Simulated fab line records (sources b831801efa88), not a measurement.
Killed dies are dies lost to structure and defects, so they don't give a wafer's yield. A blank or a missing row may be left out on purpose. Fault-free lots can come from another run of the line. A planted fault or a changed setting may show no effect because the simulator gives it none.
Which of the tools did it? || flow sky130 || 18 wafers from 6 lots sampled at 2 of the route's 708 steps

## WHAT EACH GAUGE READ, for each wafer
SKY_METAL1_THK_MEAS_06: measures by xrf.
{"lot": "L688", "measured": "day 31 16:56", "on": "film metro-03", "METAL1_ALCU_THK (nm)": "248 247 248"}
{"lot": "L691", "measured": "day 33 03:25", "on": "film metro-04", "METAL1_ALCU_THK (nm)": "247 246 247"}
{"lot": "L693", "measured": "day 33 13:20", "on": "film metro-03", "METAL1_ALCU_THK (nm)": "248 247 245"}
{"lot": "L705", "measured": "day 37 07:20", "on": "film metro-02", "METAL1_ALCU_THK (nm)": "250 250 253"}
{"lot": "L707", "measured": "day 38 03:06", "on": "film metro-02", "METAL1_ALCU_THK (nm)": "240 246 245"}
{"lot": "L710", "measured": "day 39 21:11", "on": "film metro-02", "METAL1_ALCU_THK (nm)": "247 246 246"}

## WHICH TOOL RAN EACH LOT (tool, then ch and the chambers of the sampled wafers, then the start)
{"lot": "L688", "SKY_METAL1_SPUTTER_01": "pvd sputter-02, day 31 16:42"}
{"lot": "L691", "SKY_METAL1_SPUTTER_01": "pvd sputter-03, day 33 03:10"}
{"lot": "L693", "SKY_METAL1_SPUTTER_01": "pvd sputter-03, day 33 13:04"}
{"lot": "L705", "SKY_METAL1_SPUTTER_01": "pvd sputter-01, day 37 07:05"}
{"lot": "L707", "SKY_METAL1_SPUTTER_01": "pvd sputter-02, day 38 02:50"}
{"lot": "L710", "SKY_METAL1_SPUTTER_01": "pvd sputter-03, day 39 20:57"}
- SKY_METAL1_SPUTTER_01: material TiN, target thk 20 nm, time 16.92 s.

## THE ANSWER, worked out from the rows above alone
Rule: usual is defined by the lots themselves. The widest of any qualifying gaps counts: lots, ordered by their means at a reading, are off when they make up no more than a third of the lots, leave a main group of 4 or more, and stand apart from it by 3 or more times the standard deviation of that group's means. Not used: any main group whose means are identical at the precision the tables above print for the reading. Also off: a lot with no number at a reading for which 4 or more lots have one. The other lots that the step has rows for count as sound.
Nothing can be told from this: no lot is off at any reading shown.

## WHAT THE SIMULATOR HAD INSERTED
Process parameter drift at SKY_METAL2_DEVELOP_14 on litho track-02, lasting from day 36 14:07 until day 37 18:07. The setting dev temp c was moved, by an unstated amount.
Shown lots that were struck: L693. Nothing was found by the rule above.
